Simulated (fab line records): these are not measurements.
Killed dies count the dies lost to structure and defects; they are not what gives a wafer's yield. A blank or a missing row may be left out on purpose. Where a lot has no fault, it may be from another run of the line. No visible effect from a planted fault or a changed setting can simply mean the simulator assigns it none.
fab line records ; flow sky130 ; part 1 of 2: steps 1 to 26 of 41
record lots=5; wafers=15; last-day=50
route steps=708 shown FIELD_ISO@17 NWELL@32 DNWELL@35 PWDE@45
lots that met no fault: from a run of the same line without faults
start-h: hours from the record's opening day to when the first of the lot's shown wafers began ; wait-h: how many hours have passed since the lot's step before this one ; " unchanged from the row above ; L1.1+2: a single row standing in for several wafers ; - no value, or no start given ; * or withheld: withheld ; < > ~ a bound
route shown NAME@n: names a module that has steps shown in the file, with the first one's number in the route ; usual: average and standard deviation across the fault-free wafers ; same: alike in all rows ; chamber/n: place in a boat ; sites: per-site readings ; _std_site: standard deviation of those values ; _edge_site: mean of outer sites minus mean of inner sites ; radius-mm: how far each site lies from the wafer's centre ; mask NAME#n: copy n ; behind: the tool/chamber that last shaped the wafer ; hold: why the lot was held/for how many hours/how that ended ; device: whichever transistor did not switch (one of n, p or np) ; end of line: tests run on the same wafers once the route is complete ; for a step that has no rows: nothing shown but its recipe ; killed: the dies lost at the first sort to structure and to defects; this is not the yield of the wafer ; map: per-die view of a wafer (x killed, . not killed, _ where there is no die)
set.NAME: the setting that was run; set.NAME@STEP: the one run at that earlier step ; model.NAME: the simulator's own value behind a step, which no gauge read
a table for each step, a row for each wafer; lots at some steps of the route
services: the hour from which a tool's chamber was out of use, counted from the record's first day as start-h (under 0 if before that day), plus the number of hours and why
## steps
# step SKY_FIELD_ISO_STRIP_16
# recipe chemistry=O2/N2; power-w=1400; pressure-mtorr=1500; platen-temp-c=withheld; o2-flow-sccm=3000; n2-flow-sccm=300; overash-fraction=0.4502
# usual drypump-motor-current-A=5.5/0.46; oes-product-au=0.379/0.005; strip-time-to-endpoint-s=3.560/0.025
lot.wafer;tool;chamber;start-h;wait-h;drypump-motor-current-A;oes-product-au;rf-hours-counter-h;strip-time-to-endpoint-s
L084.1;plasma-asher-03;0;79.57;0.0;6.0;0.379;40;3.555
L084.2;plasma-asher-03;1;79.57;0.0;5.6;0.371;40;3.545
L084.4;plasma-asher-03;1;79.57;0.0;5.6;0.370;-;3.534
L089.1;plasma-asher-03;1;107.52;0.0;5.5;0.374;43;3.603
L089.3;plasma-asher-03;0;107.52;0.0;6.0;0.376;-;3.606
L089.6;plasma-asher-03;0;107.52;0.0;6.0;0.389;-;3.642
L093.1;plasma-asher-03;0;128.07;0.0;6.0;0.376;45;3.602
L093.3;plasma-asher-03;1;128.07;0.0;5.6;0.392;-;3.553
L093.4;plasma-asher-03;0;128.07;0.0;6.1;0.375;-;3.583
L095.2;plasma-asher-04;1;137.86;0.0;5.1;0.376;33;3.564
L095.3;plasma-asher-04;1;137.86;0.0;5.0;0.391;-;3.545
L095.5;plasma-asher-04;1;137.86;0.0;5.1;0.386;-;3.526
L097.4;plasma-asher-04;1;149.07;0.1;5.1;0.380;-;3.547
L097.5;plasma-asher-04;0;149.07;0.1;5.6;0.373;-;3.559
L097.6;plasma-asher-04;1;149.07;0.1;5.0;0.381;-;3.562
# step SKY_FIELD_ISO_ETCH_17
# recipe target-depth-a=3420; mask-material=Si3N4; chemistry=HBr/Cl2/O2; target=Si; taper-deg=5; icp-w=600; bias-w=150; pressure-mtorr=15; HBr_flow_sccm=150; Cl2_flow_sccm=40; O2_flow_sccm=6; time-s=97.7
# usual drypump-motor-current-A=5.7/0.3; oes-product-au=1.001/0.0078; throttle-valve-pct=25.655/0.01
lot.wafer;tool;chamber;start-h;wait-h;drypump-motor-current-A;oes-product-au;rf-hours-counter-h;throttle-valve-pct
L084.1;rie-si-01;0;79.67;0.1;5.4;1.003;147;25.663
L084.2;rie-si-01;3;79.67;0.1;5.8;0.996;7;25.647
L084.4;rie-si-01;3;79.67;0.1;5.7;1.002;-;25.647
L089.1;rie-si-02;1;107.62;0.1;6.4;1.008;128;25.646
L089.3;rie-si-02;3;107.62;0.1;5.5;1.009;3;25.647
L089.6;rie-si-02;0;107.62;0.1;5.5;1.005;-;25.642
L093.1;rie-si-02;3;128.17;0.1;5.5;1.008;3;25.654
L093.3;rie-si-02;0;128.17;0.1;5.5;1.001;21;25.655
L093.4;rie-si-02;1;128.17;0.1;6.4;1.012;129;25.654
L095.2;rie-si-01;0;137.96;0.1;5.4;0.982;0;25.670
L095.3;rie-si-01;1;137.96;0.1;5.7;0.986;70;25.664
L095.5;rie-si-01;0;137.96;0.1;5.4;0.989;-;25.652
L097.4;rie-si-01;3;149.14;0.0;5.8;1.002;7;25.658
L097.5;rie-si-01;1;149.14;0.0;5.7;1.000;-;25.662
L097.6;rie-si-01;2;149.14;0.0;5.6;0.997;-;25.642
# step SKY_FIELD_ISO_WET_ETCH_18
# recipe chemistry=H3PO4; target-depth-nm=25; temp-c=160; target=Si3N4; time-s=286
# usual bath-guard-temp-C=160.0/0.41; temp-c=160.01/0.14
lot.wafer;tool;chamber;start-h;wait-h;bath-guard-temp-C;temp-c
L084.1;wet-bench-02;3;79.74;0.0;160.0;159.84
L084.2;wet-bench-02;3;79.74;0.0;160.4;160.05
L084.4;wet-bench-02;3;79.74;0.0;160.6;160.10
L089.1;wet-bench-02;2;107.69;0.0;160.4;159.98
L089.3;wet-bench-02;2;107.69;0.0;160.6;160.05
L089.6;wet-bench-02;2;107.69;0.0;160.5;160.30
L093.1;wet-bench-02;0;128.25;0.0;159.6;160.22
L093.3;wet-bench-02;0;128.25;0.0;159.4;160.09
L093.4;wet-bench-02;0;128.25;0.0;159.3;160.40
L095.2;wet-bench-04;2;138.04;0.0;159.7;160.11
L095.3;wet-bench-04;2;138.04;0.0;159.6;160.19
L095.5;wet-bench-04;2;138.04;0.0;159.6;160.09
L097.4;wet-bench-01;0;149.21;0.0;159.1;159.79
L097.5;wet-bench-01;0;149.21;0.0;159.3;160.12
L097.6;wet-bench-01;0;149.21;0.0;159.4;160.01
# step SKY_FIELD_ISO_CLEAN_19
# recipe chemistry=SC1/SC2; mix=1:4:20; temp-c=70; time-s=150
# usual bath-guard-temp-C=69.9/0.42; temp-c=69.99/0.11
lot.wafer;tool;chamber;start-h;wait-h;bath-guard-temp-C;temp-c
L084.1;wet-bench-04;2;79.83;0.0;69.6;69.74
L084.2;wet-bench-04;2;79.83;0.0;69.7;70.00
L084.4;wet-bench-04;2;79.83;0.0;69.5;69.93
L089.1;wet-bench-04;2;107.78;0.0;69.7;70.05
L089.3;wet-bench-04;2;107.78;0.0;70.1;70.07
L089.6;wet-bench-04;2;107.78;0.0;69.9;69.89
L093.1;wet-bench-04;2;128.35;0.0;69.9;70.02
L093.3;wet-bench-04;2;128.35;0.0;69.8;70.03
L093.4;wet-bench-04;2;128.35;0.0;69.6;70.15
L095.2;wet-bench-02;1;138.12;0.0;70.1;69.91
L095.3;wet-bench-02;1;138.12;0.0;70.5;69.95
L095.5;wet-bench-02;1;138.12;0.0;70.4;69.87
L097.4;wet-bench-04;1;149.29;0.0;70.6;69.90
L097.5;wet-bench-04;1;149.29;0.0;70.4;70.01
L097.6;wet-bench-04;1;149.29;0.0;70.5;70.02
# step SKY_FIELD_ISO_CLEAN_20
# recipe chemistry=dHF; time-s=20; dilution=100:1
lot.wafer;tool;chamber;start-h;wait-h
L084.1+2+4;wet-bench-01;0;79.88;0.0
L089.1+3+6;wet-bench-02;1;107.83;0.0
L093.1+3+4;wet-bench-02;1;128.40;0.0
L095.2+3+5;wet-bench-01;3;138.17;0.0
L097.4+5+6;wet-bench-01;2;149.35;0.0
# step SKY_FIELD_ISO_WET_ETCH_21
# recipe chemistry=dHF; dilution=100:1; target-depth-nm=20; dry=ipa-marangoni; target=SiO2; temp-c=25; time-s=400
# usual temp-c=25.02/0.13
lot.wafer;tool;chamber;start-h;wait-h;temp-c
L084.1;wet-bench-02;1;79.89;0.0;25.00
L084.2;wet-bench-02;1;79.89;0.0;25.07
L084.4;wet-bench-02;1;79.89;0.0;24.93
L089.1;wet-bench-04;2;107.85;0.0;25.09
L089.3;wet-bench-04;2;107.85;0.0;25.13
L089.6;wet-bench-04;2;107.85;0.0;25.08
L093.1;wet-bench-04;2;128.41;0.0;25.12
L093.3;wet-bench-04;2;128.41;0.0;25.14
L093.4;wet-bench-04;2;128.41;0.0;24.88
L095.2;wet-bench-04;0;138.19;0.0;24.99
L095.3;wet-bench-04;0;138.19;0.0;24.93
L095.5;wet-bench-04;0;138.19;0.0;24.85
L097.4;wet-bench-04;0;149.36;0.0;24.79
L097.5;wet-bench-04;0;149.36;0.0;24.95
L097.6;wet-bench-04;0;149.36;0.0;24.67
# step SKY_FIELD_ISO_OXIDATION_22
# recipe temp-c=950; ambient=O2; stabilise-s=600; purge-s=300; target-thk-a=100; ox-time-s=623
# usual zone-power-bottom-pct=32.4/0.31; zone-power-centre-pct=21.0/1.2
# same ox-time-s=623
lot.wafer;tool;chamber;start-h;wait-h;zone-power-bottom-pct;zone-power-centre-pct
L084.1;furnace-01;0;80.01;0.0;32.0;22.3
L084.2;furnace-01;0;80.01;0.0;32.8;22.1
L084.4;furnace-01;0;80.01;0.0;32.7;21.9
L089.1;furnace-01;0;107.98;0.0;32.7;22.0
L089.3;furnace-01;0;107.98;0.0;32.4;22.4
L089.6;furnace-01;0;107.98;0.0;32.3;22.0
L093.1;furnace-02;0;128.53;0.0;32.2;20.2
L093.3;furnace-02;0;128.53;0.0;32.3;19.9
L093.4;furnace-02;0;128.53;0.0;32.2;19.6
L095.2;furnace-02;0;138.98;0.7;32.6;19.9
L095.3;furnace-02;0;138.98;0.7;32.1;19.6
L095.5;furnace-02;0;138.98;0.7;33.0;20.1
L097.4;furnace-02;0;149.49;0.0;32.2;19.8
L097.5;furnace-02;0;149.49;0.0;32.4;19.8
L097.6;furnace-02;0;149.49;0.0;32.5;19.7
# step SKY_FIELD_ISO_THK_MEAS_23
# recipe reads=SiO2_of_FIELD_ISO_OXIDATION_22
# usual FIELD_ISO_OXIDATION_01_THK=10.07/0.17
lot.wafer;tool;chamber;start-h;wait-h;FIELD_ISO_OXIDATION_01_THK[nm]
L084.1;film-metro-04;-;81.18;0.0;9.70
L084.2;film-metro-04;-;81.18;0.0;9.68
L084.4;film-metro-04;-;81.18;0.0;9.91
L089.1;film-metro-01;-;109.15;0.0;9.98
L089.3;film-metro-01;-;109.15;0.0;10.13
L089.6;film-metro-01;-;109.15;0.0;10.10
L093.1;film-metro-04;-;129.70;0.0;9.90
L093.3;film-metro-04;-;129.70;0.0;9.97
L093.4;film-metro-04;-;129.70;0.0;9.90
L095.2;film-metro-02;-;140.16;0.0;9.92
L095.3;film-metro-02;-;140.16;0.0;9.84
L095.5;film-metro-02;-;140.16;0.0;9.88
L097.4;film-metro-02;-;150.70;0.0;10.11
L097.5;film-metro-02;-;150.70;0.0;9.90
L097.6;film-metro-02;-;150.70;0.0;9.97
# step SKY_FIELD_ISO_CVD_24
# recipe material=SiO2; target-thk-nm=595; temp-c=650; sigma-open-frac=0.3; time-s=99.2; sih4-flow-sccm=60; pressure-mtorr=6
lot.wafer;tool;chamber;start-h;wait-h
L084.1+2+4;hdpcvd-01;1,0,0;81.24;0.1
L089.1+3+6;hdpcvd-02;0,2,1;109.21;0.1
L093.1+3+4;hdpcvd-02;0,1,0;129.76;0.1
L095.2+3+5;hdpcvd-02;0,2,0;140.21;0.0
L097.4+5+6;hdpcvd-02;1,0,2;150.76;0.1
# step SKY_FIELD_ISO_THK_MEAS_25
# recipe reads=SiO2_of_FIELD_ISO_CVD_24
# usual FIELD_ISO_CVD_24_THK=597/6.5
lot.wafer;tool;chamber;start-h;wait-h;FIELD_ISO_CVD_24_THK[nm]
L084.1;film-metro-04;-;81.32;0.0;588
L084.2;film-metro-04;-;81.32;0.0;600
L084.4;film-metro-04;-;81.32;0.0;597
L089.1;film-metro-02;-;109.28;0.0;606
L089.3;film-metro-02;-;109.28;0.0;598
L089.6;film-metro-02;-;109.28;0.0;600
L093.1;film-metro-02;-;129.84;0.0;594
L093.3;film-metro-02;-;129.84;0.0;593
L093.4;film-metro-02;-;129.84;0.0;590
L095.2;film-metro-04;-;140.29;0.0;602
L095.3;film-metro-04;-;140.29;0.0;599
L095.5;film-metro-04;-;140.29;0.0;596
L097.4;film-metro-01;-;150.83;0.0;590
L097.5;film-metro-01;-;150.83;0.0;598
L097.6;film-metro-01;-;150.83;0.0;595
# step SKY_FIELD_ISO_ANNEAL_26
# recipe temp-c=1000; time-s=1800; ambient=N2
# usual zone-power-bottom-pct=36.2/0.3; zone-power-centre-pct=22.9/1.2
lot.wafer;tool;chamber;start-h;wait-h;zone-power-bottom-pct;zone-power-centre-pct
L084.1;furnace-02;0;81.63;0.3;36.1;22.1
L084.2;furnace-02;0;81.63;0.3;36.5;22.1
L084.4;furnace-02;0;81.63;0.3;36.6;21.9
L089.1;furnace-01;0;109.34;0.1;36.4;24.5
L089.3;furnace-01;0;109.34;0.1;36.0;24.0
L089.6;furnace-01;0;109.34;0.1;36.1;24.2
L093.1;furnace-02;0;129.90;0.1;36.3;22.2
L093.3;furnace-02;0;129.90;0.1;36.3;22.1
L093.4;furnace-02;0;129.90;0.1;36.4;22.3
L095.2;furnace-02;0;141.66;1.4;36.2;22.2
L095.3;furnace-02;0;141.66;1.4;35.5;21.8
L095.5;furnace-02;0;141.66;1.4;36.2;22.3
L097.4;furnace-01;0;151.63;0.8;35.7;24.9
L097.5;furnace-01;0;151.63;0.8;36.4;24.4
L097.6;furnace-01;0;151.63;0.8;36.0;24.9
# step SKY_FIELD_ISO_CMP_27
# recipe stop-on=Si3N4; t-overpolish-s=16; down-force-psi=4; platen-rpm=60; target-thk-nm=457.8; pad-velocity-m-s=0.94248
# usual motor-current-A=11.6/1; overpolish-run-s=15.999/0.0086; slurry-filter-dp-kPa=13.49/0.13; time-to-endpoint-s=113/3.5
lot.wafer;tool;chamber;start-h;wait-h;motor-current-A;overpolish-run-s;slurry-filter-dp-kPa;time-to-endpoint-s
L084.4;cmp-02;0;83.13;0.0;11.1;15.996;13.45;107
L084.2;cmp-02;2;83.13;0.0;10.4;15.991;13.51;109
L084.1;cmp-02;3;83.13;0.0;12.2;16.000;13.43;108
L089.3;cmp-01;1;110.89;0.1;10.4;15.999;13.21;113
L089.1;cmp-01;2;110.89;0.1;12.7;16.004;13.08;117
L089.6;cmp-01;1;110.89;0.1;9.8;15.998;13.56;116
L093.4;cmp-02;1;131.40;0.0;11.1;16.003;13.59;110
L093.1;cmp-02;3;131.40;0.0;12.8;15.991;13.69;109
L093.3;cmp-02;0;131.40;0.0;11.8;15.995;13.51;110
L095.2;cmp-01;0;143.16;0.0;11.7;16.003;13.72;111
L095.3;cmp-01;2;143.16;0.0;12.4;16.004;13.53;112
L095.5;cmp-01;1;143.16;0.0;10.5;15.987;13.27;109
L097.4;cmp-01;0;153.13;0.0;12.2;15.993;13.35;112
L097.5;cmp-01;0;153.13;0.0;12.0;15.995;13.58;108
L097.6;cmp-01;1;153.13;0.0;10.7;15.994;13.37;108
# step SKY_FIELD_ISO_WET_ETCH_28
# recipe chemistry=dHF; target-depth-nm=23.7; target=SiO2; dilution=10:1; temp-c=25; time-s=47
# usual temp-c=25.02/0.1
lot.wafer;tool;chamber;start-h;wait-h;temp-c
L084.1;wet-bench-02;2;83.43;0.1;25.04
L084.2;wet-bench-02;2;83.43;0.1;24.90
L084.4;wet-bench-02;2;83.43;0.1;24.91
L089.1;wet-bench-02;3;111.14;0.1;24.96
L089.3;wet-bench-02;3;111.14;0.1;25.06
L089.6;wet-bench-02;3;111.14;0.1;25.14
L093.1;wet-bench-01;2;131.70;0.1;24.93
L093.3;wet-bench-01;2;131.70;0.1;24.85
L093.4;wet-bench-01;2;131.70;0.1;24.97
L095.2;wet-bench-01;0;143.46;0.2;24.81
L095.3;wet-bench-01;0;143.46;0.2;24.94
L095.5;wet-bench-01;0;143.46;0.2;24.85
L097.4;wet-bench-02;1;153.43;0.2;24.98
L097.5;wet-bench-02;1;153.43;0.2;24.97
L097.6;wet-bench-02;1;153.43;0.2;24.95
# step SKY_FIELD_ISO_WET_ETCH_29
# recipe chemistry=H3PO4; target-depth-nm=160; target=Si3N4; temp-c=160; time-s=1825
# usual bath-guard-temp-C=160.1/0.43; temp-c=160.03/0.17
lot.wafer;tool;chamber;start-h;wait-h;bath-guard-temp-C;temp-c
L084.1;wet-bench-04;1;83.45;0.0;160.3;160.15
L084.2;wet-bench-04;1;83.45;0.0;160.5;160.07
L084.4;wet-bench-04;1;83.45;0.0;160.6;159.89
L089.1;wet-bench-01;2;111.17;0.0;160.4;160.13
L089.3;wet-bench-01;2;111.17;0.0;160.1;160.19
L089.6;wet-bench-01;2;111.17;0.0;160.1;160.08
L093.1;wet-bench-04;1;131.72;0.0;160.0;160.06
L093.3;wet-bench-04;1;131.72;0.0;160.6;160.22
L093.4;wet-bench-04;1;131.72;0.0;160.6;160.11
L095.2;wet-bench-02;3;143.48;0.0;160.0;160.00
L095.3;wet-bench-02;3;143.48;0.0;160.4;160.02
L095.5;wet-bench-02;3;143.48;0.0;160.7;160.03
L097.4;wet-bench-04;3;153.45;0.0;160.1;159.70
L097.5;wet-bench-04;3;153.45;0.0;160.1;159.81
L097.6;wet-bench-04;3;153.45;0.0;160.2;159.89
# step SKY_FIELD_ISO_WET_ETCH_30
# recipe chemistry=dHF; target-depth-nm=25; target=SiO2; dilution=10:1; temp-c=25; time-s=50
# usual temp-c=24.99/0.1
lot.wafer;tool;chamber;start-h;wait-h;temp-c
L084.1;wet-bench-02;1;83.97;0.0;25.09
L084.2;wet-bench-02;1;83.97;0.0;24.94
L084.4;wet-bench-02;1;83.97;0.0;24.97
L089.1;wet-bench-02;2;111.68;0.0;24.96
L089.3;wet-bench-02;2;111.68;0.0;25.11
L089.6;wet-bench-02;2;111.68;0.0;25.08
L093.1;wet-bench-01;3;132.23;0.0;24.95
L093.3;wet-bench-01;3;132.23;0.0;24.88
L093.4;wet-bench-01;3;132.23;0.0;24.89
L095.2;wet-bench-01;2;144.00;0.0;24.94
L095.3;wet-bench-01;2;144.00;0.0;25.05
L095.5;wet-bench-01;2;144.00;0.0;24.91
L097.4;wet-bench-01;2;154.02;0.0;25.00
L097.5;wet-bench-01;2;154.02;0.0;25.07
L097.6;wet-bench-01;2;154.02;0.0;24.83
# step SKY_NWELL_CLEAN_00
# recipe chemistry=SC1/SC2; mix=1:4:20; temp-c=70; time-s=150; dry=n2-spin
# usual bath-guard-temp-C=70.0/0.51; temp-c=69.97/0.11
lot.wafer;tool;chamber;start-h;wait-h;bath-guard-temp-C;temp-c
L084.1;wet-bench-04;1;83.99;0.0;70.6;69.67
L084.2;wet-bench-04;1;83.99;0.0;70.5;69.82
L084.4;wet-bench-04;1;83.99;0.0;70.6;69.72
L089.1;wet-bench-04;1;111.70;0.0;70.5;70.09
L089.3;wet-bench-04;1;111.70;0.0;70.4;70.17
L089.6;wet-bench-04;1;111.70;0.0;70.7;70.17
L093.1;wet-bench-02;2;132.26;0.0;70.6;69.96
L093.3;wet-bench-02;2;132.26;0.0;70.7;69.99
L093.4;wet-bench-02;2;132.26;0.0;70.7;69.79
L095.2;wet-bench-04;1;144.02;0.0;70.4;69.98
L095.3;wet-bench-04;1;144.02;0.0;70.4;70.04
L095.5;wet-bench-04;1;144.02;0.0;70.6;69.99
L097.4;wet-bench-02;1;154.04;0.0;70.6;70.15
L097.5;wet-bench-02;1;154.04;0.0;70.2;70.06
L097.6;wet-bench-02;1;154.04;0.0;70.2;70.07
# step SKY_NWELL_OXIDATION_01
# recipe temp-c=900; ambient=O2; stabilise-s=600; purge-s=300; target-thk-a=100; ox-time-s=1418
# usual zone-power-bottom-pct=28.60/0.29; zone-power-centre-pct=18.6/1
# same ox-time-s=1418
lot.wafer;tool;chamber;start-h;wait-h;zone-power-bottom-pct;zone-power-centre-pct
L084.1;furnace-01;0;84.63;0.6;28.81;19.2
L084.2;furnace-01;0;84.63;0.6;28.49;19.2
L084.4;furnace-01;0;84.63;0.6;28.76;19.6
L089.1;furnace-02;0;111.75;0.0;28.16;17.4
L089.3;furnace-02;0;111.75;0.0;28.31;17.3
L089.6;furnace-02;0;111.75;0.0;28.48;17.5
L093.1;furnace-01;0;133.04;0.7;28.74;19.1
L093.3;furnace-01;0;133.04;0.7;29.11;19.5
L093.4;furnace-01;0;133.04;0.7;28.44;19.4
L095.2;furnace-01;0;145.27;1.2;28.28;19.6
L095.3;furnace-01;0;145.27;1.2;28.55;19.5
L095.5;furnace-01;0;145.27;1.2;28.48;19.2
L097.4;furnace-01;0;154.43;0.3;28.21;19.6
L097.5;furnace-01;0;154.43;0.3;28.69;19.4
L097.6;furnace-01;0;154.43;0.3;28.59;19.5
# step SKY_NWELL_THK_MEAS_02
# recipe reads=SiO2_of_NWELL_OXIDATION_01
# usual NWELL_OXIDATION_THK=10.04/0.21
lot.wafer;tool;chamber;start-h;wait-h;NWELL_OXIDATION_THK[nm]
L084.1;film-metro-04;-;86.02;0.0;10.04
L084.2;film-metro-04;-;86.02;0.0;9.99
L084.4;film-metro-04;-;86.02;0.0;10.01
L089.1;film-metro-02;-;113.15;0.0;9.90
L089.3;film-metro-02;-;113.15;0.0;9.68
L089.6;film-metro-02;-;113.15;0.0;9.92
L093.1;film-metro-04;-;134.44;0.0;9.98
L093.3;film-metro-04;-;134.44;0.0;9.88
L093.4;film-metro-04;-;134.44;0.0;10.06
L095.2;film-metro-03;-;146.70;0.0;10.06
L095.3;film-metro-03;-;146.70;0.0;10.09
L095.5;film-metro-03;-;146.70;0.0;10.15
L097.4;film-metro-02;-;155.86;0.0;10.13
L097.5;film-metro-02;-;155.86;0.0;10.18
L097.6;film-metro-02;-;155.86;0.0;9.99
# step SKY_DNWELL_DEHYDRATE_00
# recipe temp-c=200; time-s=60
lot.wafer;tool;chamber;start-h;wait-h
L084.1+2+4;litho-track-03;0;94.15;8.1
L089.1+3+6;litho-track-04;0;122.10;8.9
L093.1+3+4;litho-track-04;0;143.35;8.9
L095.2+3+5;litho-track-03;0;155.88;9.2
L097.4+5+6;litho-track-03;0;165.33;9.5
# step SKY_DNWELL_HMDS_01
# recipe prime-time-s=60; prime-temp-c=120
lot.wafer;tool;chamber;start-h;wait-h
L084.1+2+4;litho-track-03;0;94.30;0.1
L089.1+3+6;litho-track-04;0;122.25;0.1
L093.1+3+4;litho-track-04;0;143.50;0.1
L095.2+3+5;litho-track-03;0;156.03;0.1
L097.4+5+6;litho-track-03;0;165.48;0.1
# step SKY_DNWELL_COAT_02
# recipe spin-rpm=2000; resist-thk-nm=3000
lot.wafer;tool;chamber;start-h;wait-h
L084.1+2+4;litho-track-03;0;94.45;0.1
L089.1+3+6;litho-track-04;0;122.40;0.1
L093.1+3+4;litho-track-04;0;143.65;0.1
L095.2+3+5;litho-track-03;0;156.18;0.1
L097.4+5+6;litho-track-03;0;165.63;0.1
# step SKY_DNWELL_SOFTBAKE_03
# recipe temp-c=110; time-s=withheld
lot.wafer;tool;chamber;start-h;wait-h
L084.1+2+4;litho-track-03;0;94.60;0.1
L089.1+3+6;litho-track-04;0;122.55;0.1
L093.1+3+4;litho-track-04;0;143.80;0.1
L095.2+3+5;litho-track-03;0;156.33;0.1
L097.4+5+6;litho-track-03;0;165.80;0.1
# step SKY_DNWELL_EXPOSE_04
# recipe mask-id=DNM; na=0.57; target-cd-nm=3000; dose-mj=222
lot.wafer;tool;chamber;start-h;wait-h;mask
L084.1+2+4;iline-stepper-01;0;-;-;DNM#0
L089.1+3+6;iline-stepper-02;0;-;-;DNM#0
L093.1+3+4;iline-stepper-02;0;-;-;DNM#0
L095.2+3+5;iline-stepper-02;0;-;-;DNM#0
L097.4+5+6;iline-stepper-02;0;-;-;DNM#0
# step SKY_DNWELL_PEB_05
# recipe temp-c=115; time-s=withheld
lot.wafer;tool;chamber;start-h;wait-h
L084.1+2+4;litho-track-04;0;-;-
L089.1+3+6;litho-track-04;0;-;-
L093.1+3+4;litho-track-02;0;-;-
L095.2+3+5;litho-track-02;0;-;-
L097.4+5+6;litho-track-03;0;-;-
# step SKY_DNWELL_DEVELOP_06
# recipe wall-angle-deg=90; developer=TMAH; develop-time-s=60; dev-temp-c=23
lot.wafer;tool;chamber;start-h;wait-h
L084.1+2+4;litho-track-04;0;-;-
L089.1+3+6;litho-track-04;0;-;-
L093.1+3+4;litho-track-02;0;-;-
L095.2+3+5;litho-track-02;0;-;-
L097.4+5+6;litho-track-03;0;-;-
# step SKY_DNWELL_IMPLANT_07
# recipe species=P; energy-kev=withheld; dose-cm2=withheld; tilt-deg=withheld
lot.wafer;tool;chamber;start-h;wait-h
L084.1+2+4;implanter-02;0;103.40;-
L089.1+3+6;implanter-03;0;131.65;-
L093.1+3+4;implanter-01;0;153.17;-
L095.2+3+5;implanter-03;0;166.99;-
L097.4+5+6;implanter-02;0;175.88;-
